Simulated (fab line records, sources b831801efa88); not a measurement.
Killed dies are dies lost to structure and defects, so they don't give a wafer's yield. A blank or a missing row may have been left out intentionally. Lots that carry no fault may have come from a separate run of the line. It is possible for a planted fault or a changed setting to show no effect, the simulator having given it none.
Problem report in the 8D (eight disciplines) form, filled by code || flow sky130 || the parts of the form that need people (team, actions taken, sign-off) are left out

## 1. THE PROBLEM
At SKY_VT_ADJUST_LVTN_STRIP_09, strip-time-to-endpoint-s averages 32.54 s over 6 wafers from 2 lots, while fault-free wafers read 36.99 s, standard deviation 0.11. Measured from the usual mean, that is -40 standard deviations.
The step: strips in O2/N2.
Earliest sighting: wafer L422.1 on plasma-asher-03 at day 9 05:36. The record has a number at this step for 36 wafers belonging to 12 lots. The rule behind "out" and "out of limits": a value lying over 4 standard deviations away from the usual mean. The other wafers with a number count as sound.

## 2. WHAT IT IS AND WHAT IT IS NOT
{"question": "which readings at this step", "is": "strip-time-to-endpoint-s", "is not": "drypump-motor-current-A, oes-product-au"}
{"question": "which lots", "is": "L422, L425", "is not": "L413, L414, L415, L416, L418, L420, L428, L434, L435, L436"}
{"question": "which wafers of those lots", "is": "all that have a number", "is not": "-"}
{"question": "read on which tools", "is": "plasma-asher-03", "is not": "plasma-asher-01, plasma-asher-02"}
{"question": "when", "is": "from day 9 05:36", "is not": "up to then (18 sound wafers); but 12 sound wafers of L428, L434, L435, L436 came after"}

## 3. WHAT RULES OUT EACH SUSPECT
Counting: a tool at a process step up to the reading stays a suspect if it ran every lot that is out and no sound lot after the first of them.
- rie-si-01 at SKY_FIELD_ISO_ETCH_17 (etches Si in HBr/Cl2/O2, target depth 342 nm, time 97.7 s): ruled out as a lasting fault. The sound lots L436 went through it after L422, its earliest lot that is out (day 4 06:53).
- litho-track-04 at SKY_VT_ADJUST_LVTN_COAT_02 (resist thk 3000 nm): ruled out as a lasting fault. The sound lots L436, L435 went through it after L422, its earliest lot that is out (day 8 19:16).
- plasma-asher-03 at SKY_VT_ADJUST_LVTN_STRIP_09 (strips in O2/N2): ruled out as a lasting fault. The sound lots L435 went through it after L422, its earliest lot that is out (day 9 05:36).
Left after counting: nothing in the record.

## 4. THE CAUSE (what the simulator had put in)
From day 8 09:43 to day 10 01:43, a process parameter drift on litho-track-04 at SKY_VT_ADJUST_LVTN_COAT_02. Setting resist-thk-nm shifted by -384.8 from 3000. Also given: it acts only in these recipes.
It was ruled out by counting, in error; the rule expects a fault to strike all lots run on its tool from its start on, and this fault did not.

## 5. THE CHAIN OF EFFECTS, in route order
Each row: a reading where the mean over the struck wafers with a number is more than 3 standard deviations away from the usual. Only readings for which the record gives a usual standard deviation are gone through. hours: the time from each lot's start at the first step in this table that gives one to its start at this step, as a median over the lots. sigmas: the change in usual standard deviations.
{"hours": 0, "step": "SKY_VT_ADJUST_LVTN_STRIP_09", "reading": "strip-time-to-endpoint-s", "usual": "36.99 s", "on struck wafers": 32.54, "change": -4.45, "sigmas": -40}
It contains these process steps:
- SKY_VT_ADJUST_LVTN_STRIP_09: strips in O2/N2.

## 6. WHAT WOULD HAVE CAUGHT IT SOONER
First out-of-limits reading in this record: day 9 05:36, which is 20 hours after fault onset at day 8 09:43.
